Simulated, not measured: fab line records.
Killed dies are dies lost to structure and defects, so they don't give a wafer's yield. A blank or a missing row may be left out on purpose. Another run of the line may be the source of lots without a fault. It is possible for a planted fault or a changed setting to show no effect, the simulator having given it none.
Struck lot and sound lot, side by side    flow sfq-line    15 out of 325 route steps
Sound: these wafers, L492.2, L492.3, L492.4. Wafers L510.4, L510.5, L510.6 were the ones struck. The cause is named last.
At each step with rows: each side's tool, then ch and its chambers, then its first start. Under that, the readings that differ: sound wafers    struck wafers    difference of the means    sigmas: that difference in standard deviations of wafers without a fault.
alike: readings with means less than 2 such deviations apart, plus words and numbers identical on both sides. not compared: withheld readings, readings lacking a value on some wafer, bounds such as >300 that could conceal the same value, and numbers that have no deviation in the record and whose values overlap.
Wherever a step has rows on one side only, a row that says differs or no value, or a row with sigmas, the two part there. Non-overlapping numbers with no deviation appear without sigmas and do not part them. A reading missing from all wafers of one side parts the sides only when that side holds two or more wafers.

first, 1 step without rows for these wafers: SFQ_TRILAYER_M4_STRIP_SOLV_CLEAN_098 (cleans in NMP, time 600 s).
SFQ_TRILAYER_I4_DEP_PECVD_099: deposits SiO2 from SiH4/N2O, time 111.11 s, target thk 500 nm.
  sound on pecvd-04 ch 1,2, day 37 12:10; struck on pecvd-04 ch 0,1,2, day 50 07:34
  alike: heater-power-w, throttle-valve-pct
SFQ_TRILAYER_I4_CMP_CMP_100: polishes SiO2.
  sound on cmp-01 ch 0,2,3, day 37 20:34; struck on cmp-01 ch 0,1,2, day 50 14:36
  alike: head-pressure-psi, motor-current-A, slurry-flow-ml-min, time-to-endpoint-s
SFQ_I4_BOW_MEAS_927:
  sound: film-metro-03 at day 37 23:35; struck: film-metro-03 at day 50 16:10
  alike: I4_BOW
SFQ_TRILAYER_I4_METRO_MEASURE_101:
  sound: film-metro-03 at day 37 23:53; struck: film-metro-03 at day 50 16:49
  alike: thk-nm
then, 6 steps without rows for these wafers: SFQ_TRILAYER_I4_VIA_LITHO_COAT_108 (resist thk 62 nm); SFQ_TRILAYER_I4_VIA_LITHO_COAT_103 (resist thk 650 nm); SFQ_TRILAYER_I4_VIA_LITHO_SOFTBAKE_107; SFQ_TRILAYER_I4_VIA_LITHO_EXPOSE_104 (exposes mask I4, target cd 700 nm); SFQ_TRILAYER_I4_VIA_LITHO_PEB_106 (peb time 60 s); SFQ_TRILAYER_I4_VIA_LITHO_DEVELOP_105 (time 60 s).
-- the record jumps here: 4 days lie between the struck wafers' starts before and after --
SFQ_I4_OVL_MEAS_928:
  sound: overlay-01 at day 38 16:59; struck: overlay-02 at day 55 02:03
  alike: I4_OVL
SFQ_TRILAYER_I4_VIA_BARC_OPEN_VIA_ETCH_146: etches BARC in O2, target depth 125 nm, time 41.7 s.
  sound on rie-diel-04 ch 0,1,3, day 38 17:01; struck on rie-diel-03 ch 1,2, day 55 02:04
reading                                                  sound              struck             difference  sigmas
model.KrF_of_TRILAYER_I4_VIA_LITHO_COAT_103.thk-nm (nm)  575.3 572.8 575.5  594.5 592.8 594.1  +19.3       
  alike: drypump-motor-current-A, oes-product-au
  not compared: rf-hours-counter-h
SFQ_TRILAYER_I4_VIA_ETCH_VIA_ETCH_106: etches SiO2 in CHF3, stops on Nb, target depth 260 nm.
  sound on rie-diel-04 ch 0,1,3, day 38 17:03; struck on rie-diel-03 ch 1,2, day 55 02:06
reading                                                  sound              struck             difference  sigmas
model.KrF_of_TRILAYER_I4_VIA_LITHO_COAT_103.thk-nm (nm)  531.2 527.8 532.6  549.4 548.4 549.1  +18.4       
  alike: drypump-motor-current-A, oes-product-au
SFQ_TRILAYER_I4_VIA_STRIP_STRIP_107: strips in O2.
  sound on rie-metal-02 ch 0,1, day 38 17:10; struck on rie-metal-03 ch 0,1, day 55 02:25
  alike: drypump-motor-current-A, oes-product-au
  not compared: rf-hours-counter-h

== WHERE THEY PART ==
Nowhere in this record.

WHY: the cause the simulator had injected
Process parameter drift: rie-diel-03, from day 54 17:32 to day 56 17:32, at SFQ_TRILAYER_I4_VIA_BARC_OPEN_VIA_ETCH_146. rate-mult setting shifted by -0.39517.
